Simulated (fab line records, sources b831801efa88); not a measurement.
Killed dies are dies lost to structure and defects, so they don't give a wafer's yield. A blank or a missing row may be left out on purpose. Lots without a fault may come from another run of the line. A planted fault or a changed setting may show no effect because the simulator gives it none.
Chamber matching | flow gf180mcu | GF_HV_LDD_CLEAN_51 on wet_bench-01: 3 sister chambers
The step cleans in SC1/SC2, time 150 s. 14 wafers are shown with their chamber, then 7 later ones without.

WAFERS WITH THEIR CHAMBER
wafer  | chamber | run_length_s (s)
L699.1 | 2       | 177
L699.3 | 2       | 177
L699.6 | 2       | 177
L703.1 | 2       | 177
L703.4 | 2       | 177
L703.6 | 2       | 177
L707.1 | 3       | 176
L707.5 | 3       | 176
L707.6 | 3       | 176
L708.1 | 3       | 183
L708.2 | 3       | 183
L708.6 | 3       | 183
L713.2 | 0       | 177
L713.3 | 0       | 177

SIGNATURES (means of the wafers above)
reading      | chamber 0 | chamber 2 | chamber 3 | scatter within a chamber
run_length_s | 177.00    | 177.00    | 179.50    | 2.58
Rule: a wafer's distance from a chamber is the root of the sum, over the readings, of the square of ((its reading less the chamber's mean) divided by the reading's scatter). The wafer belongs to the nearest chamber; if the next one is less than 2 further off, it can't be placed. The scatter: the root of (the sum of the squares of (reading less its chamber's mean) over the shown wafers, divided by (wafers less chambers)).

WAFERS WITHOUT THEIR CHAMBER
wafer  | run_length_s (s)
L713.5 | 177
L720.1 | 177
L720.2 | 177
L720.6 | 177
L721.1 | 183
L721.2 | 183
L721.3 | 183

WHICH CHAMBER EACH WENT THROUGH
wafer  | from the rows above          | in truth
L713.5 | can't be placed: 0 or 2 or 3 | 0
L720.1 | can't be placed: 0 or 2 or 3 | 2
L720.2 | can't be placed: 0 or 2 or 3 | 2
L720.6 | can't be placed: 0 or 2 or 3 | 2
L721.1 | can't be placed: 3 or 0 or 2 | 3
L721.2 | can't be placed: 3 or 0 or 2 | 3
L721.3 | can't be placed: 3 or 0 or 2 | 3
Placed correctly: 0 of 7. Can't be placed from these rows: 7 (the true chamber is among the candidates in 7). Placed wrongly: 0.
